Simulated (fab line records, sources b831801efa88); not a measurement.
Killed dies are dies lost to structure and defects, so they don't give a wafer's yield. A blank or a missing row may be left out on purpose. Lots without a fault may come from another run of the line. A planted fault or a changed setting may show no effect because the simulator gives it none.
fab line records | flow sky130
record lots=7 wafers=21 last_day=50
route steps=708 shown METAL3@557
lots that met no fault: from a run of the same line without faults
start_h: hours from the record's first day to the start of the lot's first wafer shown | wait_h: hours since the lot's step before | " the same as in the row above | L1.1+2: a row that stands for several wafers | - no value, or no start given | * or withheld: withheld | < > ~ a bound
route shown NAME@n: a module of which the file shows steps, and the number in the route of the first | usual: mean/standard deviation of fault-free wafers | same: alike in all rows | chamber/n: place in a boat | sites: the reading at each site | _std_site: their standard deviation | _edge_site: outer sites' mean less inner sites' | radius_mm: how far each site lies from the wafer's centre | mask NAME#n: copy n | behind: the tool/chamber that last shaped the wafer | hold: why the lot was held/for how many hours/how that ended | device: the transistor (n, p or np) that didn't switch | end of line: the same wafers' tests at the end of the route | a step without rows: its recipe alone | killed: dies lost to structure and defects at the first sort, not the wafer's yield | map: a wafer's dies, x killed, . not, _ none there
set.NAME: the setting as run; set.NAME@STEP: as run at that earlier step | model.NAME: the simulator's own value behind a step, which no gauge read
lots at some steps of the route; a table a step, a row a wafer
services: from which hour (start_h, from the record's first day; less than 0 if before it) a tool's chamber was out of use, for how many hours, and why
## steps
# step SKY_METAL3_COAT_07
# recipe resist=BARC temp_c=withheld time_s=withheld spin_rpm=3000 resist_thk_nm=60
# step SKY_METAL3_COAT_08
# recipe resist=KrF-thick spin_rpm=3000 resist_thk_nm=1140
# step SKY_METAL3_SOFTBAKE_09
# recipe temp_c=100 time_s=90 resist=KrF-thick
# step SKY_METAL3_EXPOSE_10
# recipe mask_id=MM3 na=0.68 source_shape=annular sigma_inner=0.4 sigma_outer=0.8 target_cd_nm=300 dose_mj=28
# step SKY_METAL3_PEB_11
# recipe peb_temp_c=withheld peb_time_s=withheld resist=KrF-thick
# step SKY_METAL3_DEVELOP_12
# recipe develop_time_s=60 resist=KrF-thick dev_temp_c=21
# step SKY_METAL3_CD_MEAS_13
# recipe target_cd_nm=300
# usual cd_nm=300.6/1.2
# columns lot.wafer tool chamber start_h wait_h cd_nm
L904.1 cd_sem-02 - 900.86 - 301.9
L904.2 " - " " 301.2
L904.4 " - " " 299.6
L914.1 cd_sem-02 - 978.47 - 300.1
L914.3 " - " " 299.2
L914.6 " - " " 300.7
L913.3 cd_sem-01 - 978.50 - 302.6
L913.5 " - " " 303.1
L913.6 " - " " 301.9
L915.1 cd_sem-01 - 984.97 - 301.4
L915.5 " - " " 302.4
L915.6 " - " " 300.1
L916.1 cd_sem-02 - 998.85 - 299.0
L916.2 " - " " 299.8
L916.3 " - " " 299.1
L923.1 cd_sem-01 - 1037.36 - 300.9
L923.3 " - " " 301.6
L923.4 " - " " 302.1
L924.1 cd_sem-01 - 1046.91 - 300.6
L924.2 " - " " 300.5
L924.3 " - " " 302.5
# step SKY_METAL3_OVL_MEAS_14
# usual METAL3_OVL=-1/4.6
# columns lot.wafer tool chamber start_h wait_h METAL3_OVL[nm]
L904.1 overlay-01 - 900.98 0.1 -12
L904.2 " - " " -5
L904.4 " - " " -3
L914.1 overlay-01 - 978.59 0.1 -4
L914.3 " - " " -3
L914.6 " - " " -4
L913.3 overlay-02 - 978.60 0.1 4
L913.5 " - " " 0
L913.6 " - " " -1
L915.1 overlay-02 - 985.09 0.1 1
L915.5 " - " " -5
L915.6 " - " " -7
L916.1 overlay-02 - 998.97 0.1 1
L916.2 " - " " -2
L916.3 " - " " 5
L923.1 overlay-01 - 1037.48 0.1 -3
L923.3 " - " " 2
L923.4 " - " " 4
L924.1 overlay-02 - 1047.03 0.1 2
L924.2 " - " " 0
L924.3 " - " " -5
# step SKY_METAL3_DESCUM_15
# recipe chemistry=O2 source_power_w=150 bias_power_w=0 pressure_mtorr=10 temp_c=40 time_s=8
# usual drypump_motor_current_A=5.5/0.41 oes_product_au=1.002/0.0092
# columns lot.wafer tool chamber start_h wait_h drypump_motor_current_A oes_product_au rf_hours_counter_h
L904.1 rie_metal-04 0 901.02 0.0 5.9 1.011 3
L904.2 " 1 " " 5.7 1.003 9
L904.4 " 1 " " 5.6 1.004 -
L914.1 rie_metal-01 0 978.63 0.0 5.1 0.996 4
L914.3 " 1 " " 5.9 1.009 -
L914.6 " 0 " " 5.1 0.988 -
L913.3 rie_metal-02 1 978.63 0.0 4.8 0.993 -
L913.5 " 0 " " 5.6 0.987 -
L913.6 " 1 " " 4.8 1.005 -
L915.1 rie_metal-04 1 985.13 0.0 5.7 1.000 13
L915.5 " 0 " " 5.9 1.005 -
L915.6 " 1 " " 5.7 1.004 -
L916.1 rie_metal-01 0 999.00 0.0 5.1 0.993 5
L916.2 " 1 " " 6.0 1.013 12
L916.3 " 1 " " 6.0 1.015 -
L923.1 rie_metal-01 1 1037.52 0.0 6.0 1.007 15
L923.3 " 0 " " 5.1 0.990 -
L923.4 " 1 " " 6.0 1.010 -
L924.1 rie_metal-02 0 1047.07 0.0 5.6 0.987 21
L924.2 " 1 " " 4.8 0.992 10
L924.3 " 1 " " 4.8 0.995 -
# step SKY_METAL3_ETCH_16
# recipe chemistry=N2/H2 target=BARC ion_energy_ev=200 bias_w=100 pressure_mtorr=30 n2_flow_sccm=100 h2_flow_sccm=200 icp_w=500 stop_on=SiO2 time_s=88.2 target_depth_a=600
# usual drypump_motor_current_A=5.5/0.41 oes_product_au=0.625/0.0047 throttle_valve_pct=13.205/0.0088
# columns lot.wafer tool chamber start_h wait_h drypump_motor_current_A oes_product_au rf_hours_counter_h throttle_valve_pct
L904.1 rie_metal-04 0 901.05 0.0 5.9 0.624 3 13.214
L904.2 " 1 " " 5.7 0.627 9 13.212
L904.4 " 1 " " 5.7 0.623 - 13.214
L914.1 rie_metal-01 0 978.66 0.0 5.1 0.627 4 13.195
L914.3 " 1 " " 6.0 0.623 - 13.199
L914.6 " 0 " " 5.1 0.626 - 13.222
L913.3 rie_metal-02 1 978.68 0.0 4.8 0.626 - 13.206
L913.5 " 0 " " 5.5 0.627 - 13.195
L913.6 " 1 " " 4.8 0.628 - 13.207
L915.1 rie_metal-04 1 985.16 0.0 5.7 0.633 13 13.209
L915.5 " 0 " " 5.9 0.628 - 13.200
L915.6 " 1 " " 5.7 0.622 - 13.186
L916.1 rie_metal-01 0 999.04 0.0 5.1 0.622 5 13.207
L916.2 " 1 " " 6.0 0.628 12 13.211
L916.3 " 1 " " 6.0 0.624 - 13.193
L923.1 rie_metal-01 1 1037.55 0.0 6.0 0.627 15 13.202
L923.3 " 0 " " 5.1 0.624 - 13.200
L923.4 " 1 " " 6.0 0.622 - 13.199
L924.1 rie_metal-02 0 1047.10 0.0 5.6 0.629 21 13.212
L924.2 " 1 " " 4.8 0.619 10 13.195
L924.3 " 1 " " 4.8 0.618 - 13.205
# step SKY_METAL3_ETCH_17
# recipe target=SiO2 stop_on=TiN chemistry=C4F8/O2/Ar source_w=1500 bias_w=1200 pressure_mtorr=40 c4f8_flow_sccm=withheld O2_flow_sccm=6 Ar_flow_sccm=300 time_s=3.9 target_depth_a=150
# usual oes_product_au=0.754/0.0065
# columns lot.wafer tool chamber start_h wait_h oes_product_au rf_hours_counter_h
L904.1 rie_diel-03 1 901.15 0.1 0.759 10
L904.2 " 0 " " 0.758 16
L904.4 " 2 " " 0.764 8
L913.3 rie_diel-03 2 978.75 0.0 0.735 11
L913.5 " 2 " " 0.761 -
L913.6 " 1 " " 0.749 -
L914.1 rie_diel-04 2 978.76 0.1 0.750 10
L914.3 " 0 " " 0.753 10
L914.6 " 3 " " 0.762 -
L915.1 rie_diel-03 0 985.26 0.1 0.743 19
L915.5 " 1 " " 0.741 -
L915.6 " 0 " " 0.752 -
L916.1 rie_diel-02 1 999.18 0.1 0.752 6
L916.2 " 3 " " 0.759 4
L916.3 " 0 " " 0.745 2
L923.1 rie_diel-02 0 1037.65 0.1 0.760 4
L923.3 " 1 " " 0.755 8
L923.4 " 2 " " 0.764 20
L924.1 rie_diel-02 3 1047.20 0.1 0.754 5
L924.2 " 0 " " 0.756 4
L924.3 " 1 " " 0.746 8
# step SKY_METAL3_METAL_ETCH_18
# recipe target_depth_a=8450 stop_on=SiO2 over_etch_frac=0.3 time_s=183.1 chemistry=Cl2/BCl3 resist_sidewall_deg=88 pressure_mtorr=10 icp_w=900 bias_w=48.5 Cl2_flow_sccm=60 bcl3_flow_sccm=30
# usual drypump_motor_current_A=5.5/0.42 oes_product_au=0.864/0.0061 throttle_valve_pct=22.265/0.009
# columns lot.wafer tool chamber start_h wait_h drypump_motor_current_A oes_product_au rf_hours_counter_h throttle_valve_pct
L904.1 rie_metal-02 1 901.17 0.0 4.8 0.854 2 22.264
L904.2 " 0 " " 5.6 0.869 14 22.275
L904.4 " 0 " " 5.5 0.864 - 22.277
L914.1 rie_metal-02 1 978.78 0.0 4.8 0.871 6 22.260
L914.3 " 0 " " 5.6 0.858 - 22.266
L914.6 " 1 " " 4.8 0.859 - 22.261
L913.3 rie_metal-04 0 978.83 0.1 5.9 0.856 - 22.270
L913.5 " 1 " " 5.6 0.864 - 22.247
L913.6 " 0 " " 5.9 0.867 - 22.273
L915.1 rie_metal-01 1 985.28 0.0 6.0 0.859 11 22.266
L915.5 " 0 " " 5.1 0.870 - 22.248
L915.6 " 1 " " 6.0 0.859 - 22.266
L916.1 rie_metal-02 0 999.19 0.0 5.6 0.870 19 22.274
L916.2 " 1 " " 4.8 0.857 7 22.256
L916.3 " 1 " " 4.8 0.870 - 22.276
L923.1 rie_metal-02 1 1037.67 0.0 4.8 0.852 10 22.253
L923.3 " 0 " " 5.6 0.864 - 22.273
L923.4 " 1 " " 4.8 0.861 - 22.267
L924.1 rie_metal-04 1 1047.22 0.0 5.7 0.869 17 22.283
L924.2 " 0 " " 5.9 0.867 11 22.269
L924.3 " 1 " " 5.7 0.855 - 22.268
# step SKY_METAL3_STRIP_19
# recipe chemistry=O2/N2 power_w=1400 pressure_mtorr=1500 platen_temp_c=withheld o2_flow_sccm=3000 n2_flow_sccm=300 overash_fraction=0.5
# usual chamber_pressure_mTorr=1500.0/1.3 drypump_motor_current_A=5.6/0.3 oes_product_au=0.501/0.0058 strip_time_to_endpoint_s=6.50/0.084
# columns lot.wafer tool chamber start_h wait_h chamber_pressure_mTorr drypump_motor_current_A oes_product_au rf_hours_counter_h strip_time_to_endpoint_s model.KrF-thick_of_METAL3_COAT_08.thk_nm
L904.1 plasma_asher-04 0 901.35 0.1 1497.4 5.8 0.496 48 6.47 0
L904.2 " 1 " " 1501.8 5.8 0.512 48 6.68 0
L904.4 " 0 " " 1501.9 5.8 0.504 - 6.68 0
L914.1 plasma_asher-04 1 978.96 0.1 - - - - - 520.7
L914.3 " 1 " " - - - - - 536.1
L914.6 " 0 " " - - - - - 526
L913.3 plasma_asher-03 1 978.98 0.1 - - - - - 510.8
L913.5 " 1 " " - - - - - 514.3
L913.6 " 0 " " - - - - - 503.1
L915.1 plasma_asher-01 0 985.46 0.1 - - - - - 517.1
L915.5 " 0 " " - - - - - 529.7
L915.6 " 1 " " - - - - - 518.3
L916.1 plasma_asher-03 1 999.37 0.1 1500.1 5.1 0.509 87 6.66 0
L916.2 " 0 " " 1500.4 5.4 0.494 87 6.46 0
L916.3 " 0 " " 1498.2 5.4 0.497 - 6.45 0
L923.1 plasma_asher-03 0 1037.85 0.1 1501.5 5.4 0.507 91 6.55 0
L923.3 " 0 " " 1499.8 5.4 0.513 - 6.68 0
L923.4 " 1 " " 1500.2 5.2 0.510 - 6.52 0
L924.1 plasma_asher-01 1 1047.40 0.1 1498.2 5.6 0.501 118 6.50 0
L924.2 " 0 " " 1499.1 6.1 0.499 118 6.40 0
L924.3 " 1 " " 1500.4 5.6 0.503 - 6.51 0
# step SKY_METAL3_STRIP_20
# recipe chemistry=post_etch_residue_remover time_s=1200 temp_c=72.5
## services
# columns tool chamber start_h hours kind
rie_diel-03 0 877.53 3.0 repair
rie_diel-02 0 894.83 - clean
rie_diel-02 0 894.83 30.6 scheduled_down
rie_diel-02 0 894.83 30.6 vent_cycle
rie_metal-01 0 900.30 - clean
rie_metal-01 0 900.30 17.9 scheduled_down
rie_metal-01 0 900.30 17.9 vent_cycle
rie_diel-03 3 906.55 18.1 repair
rie_diel-02 3 912.52 9.1 repair
rie_diel-03 0 923.31 7.5 repair
rie_diel-03 - 940.15 0.3 repair
rie_diel-03 2 944.49 10.2 repair
plasma_asher-01 - 963.39 1.2 repair
rie_diel-03 3 964.08 - clean
rie_diel-03 3 964.08 - consumable_replace:showerhead
rie_diel-03 3 964.08 16.3 scheduled_down
rie_diel-03 3 964.08 16.3 vent_cycle
plasma_asher-01 - 971.42 11.7 repair
rie_diel-03 2 996.65 6.9 repair
plasma_asher-01 - 1005.52 0.3 repair
rie_diel-04 2 1014.35 3.0 repair
rie_diel-02 3 1020.12 2.8 repair
rie_diel-04 2 1031.03 4.7 repair
rie_diel-04 0 1045.78 10.8 repair
## key
first_sign step=SKY_METAL3_STRIP_19 reading=tool_record direction=missing
effect none on later readings
model_effect step=SKY_METAL3_STRIP_19 value=KrF-thick_of_METAL3_COAT_08.thk_nm without=0 struck=519.6
met_at SKY_METAL3_STRIP_19
struck_wafers L913.3,L913.5,L913.6,L914.1,L914.3,L914.6,L915.1,L915.5,L915.6
later_rows_left_out L913.3,L913.5,L913.6,L914.1,L914.3,L914.6,L915.1,L915.5,L915.6
sort_left_out L913.3,L913.5,L913.6,L914.1,L914.3,L914.6,L915.1,L915.5,L915.6
onset_between 901.35 978.96
fault kind=skipped_step_whole tool=plasma_asher-01,plasma_asher-03,plasma_asher-04 chamber=- onset_h=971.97 steps=SKY_METAL3_STRIP_19 scope=struck_lots_only
# sort_left_out: the simulated sort isn't trusted on such a fault, so these wafers' sort isn't shown, and their yield isn't known
# later_rows_left_out: the simulator's readings of these wafers behind a module that went badly wrong aren't trusted and aren't shown, but for the sort
